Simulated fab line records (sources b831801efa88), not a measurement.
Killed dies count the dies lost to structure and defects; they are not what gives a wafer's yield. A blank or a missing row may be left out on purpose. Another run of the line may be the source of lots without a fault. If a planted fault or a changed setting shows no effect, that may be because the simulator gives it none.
A struck lot beside a sound one ; flow gf180mcu ; 14 out of 602 route steps
Sound: wafers L261.2, L261.4, L261.5. Wafers struck: L267.1, L267.3, L267.6. The cause comes at the end.
Per side, at each step with rows, come the tool, then ch with its chambers, and then its first start. Under that, the readings that differ: sound wafers ; struck wafers ; difference of the means ; sigmas: that difference in standard deviations of wafers without a fault.
alike: a reading whose means differ by less than 2 such deviations, as well as words and numbers matching on both sides. not compared: withheld readings; readings where some wafer has no value; bounds like >300 that might hide an equal value; numbers whose values overlap and for which the record gives no deviation.
Wherever a step has rows on one side only, a row that says differs or no value, or a row with sigmas, the two part there. Non-overlapping numbers with no deviation appear without sigmas and do not part them. Lack of a reading on every wafer of one side parts them only where that side has two or more wafers.

first, 1 step without rows for these wafers: GF_V4_ETCH_17 (etches SiO2 in C4F8/O2/Ar, stops on TiN, target depth 630 nm).
GF_V4_STRIP_18: strips in O2/N2.
  sound on plasmaAsher-02 ch 0,1, day 26 09:13; struck on plasmaAsher-02 ch 0, day 28 08:01
  alike: drypumpMotorCurrentA, heaterPowerW, oesProductAu
  not compared: rfHoursCounterH
then, 2 steps without rows for these wafers: GF_V4_STRIP_19 (strips in post etch residue remover, time 1200 s); GF_V4_CLEAN_20 (cleans in DIW).
GF_V4_SPUTTER_21: material Ti, target thk 15 nm, time 80.02 s.
  sound on pvdSputter-02 at day 26 09:46; struck on pvdSputter-03 at day 28 08:34
  alike: cathodeDcPowerW, chamberPressurePa, throttleValvePct
GF_V4_SPUTTER_22: material TiN, target thk 10 nm, time 40 s.
  sound on pvdSputter-02 at day 26 09:49; struck on pvdSputter-03 at day 28 08:37
  alike: cathodeDcPowerW, chamberPressurePa, throttleValvePct
then, 1 step without rows for these wafers: GF_V4_CVD_23 (deposits W, target thk 350 nm, time 104.9 s).
GF_V4_RS_MEAS_24: measurement is done with a four-point probe.
  sound on filmMetro-03 at day 26 09:59; struck on filmMetro-01 at day 28 08:46
  alike: V4_W_RS
GF_V4_THK_MEAS_25: measures by xrf.
  sound on filmMetro-03 at day 26 10:06; struck on filmMetro-01 at day 28 08:53
  alike: V4_W_THK
GF_V4_CMP_26: polishes, stops on SiO2, t overpolish 15 s, target thk 0 nm.
  sound on cmp-01 ch 1,2,3, day 26 10:12; struck on cmp-02 ch 0,1,2, day 28 09:00
  alike: motorCurrentA, overpolishRunS, timeToEndpointS
then, 2 steps without rows for these wafers: GF_MIM_SPUTTER_00 (material Ti, target thk 37.5 nm, time 150 s); GF_MIM_SPUTTER_01 (material TiN, target thk 30 nm, time 25 s).
GF_MIM_SPUTTER_02: material AlCu, target thk 450 nm, time 23.9 s.
  sound on pvdSputter-04 at day 26 10:35; struck on pvdSputter-01 at day 28 09:23
  no value came back on the struck wafers for cathodeDcPowerW (W), chamberPressurePa (Pa), throttleValvePct (%); on the sound wafers cathodeDcPowerW (W) reads 10601 10600 10599
GF_MIM_SPUTTER_03: material Ti, target thk 10 nm, time 6.7 s.
  sound on pvdSputter-04 at day 26 10:37; struck on pvdSputter-01 at day 28 09:25
  alike: cathodeDcPowerW, chamberPressurePa, throttleValvePct

== WHERE THEY PART ==
Within this record, at GF_MIM_SPUTTER_02 only. Later steps at which nothing parts them and some readings are alike: GF_MIM_SPUTTER_03.

WHY: whatever the simulator had introduced
Beginning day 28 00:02, the whole step at GF_MIM_SPUTTER_02 was skipped on pvdSputter-01. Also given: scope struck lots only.
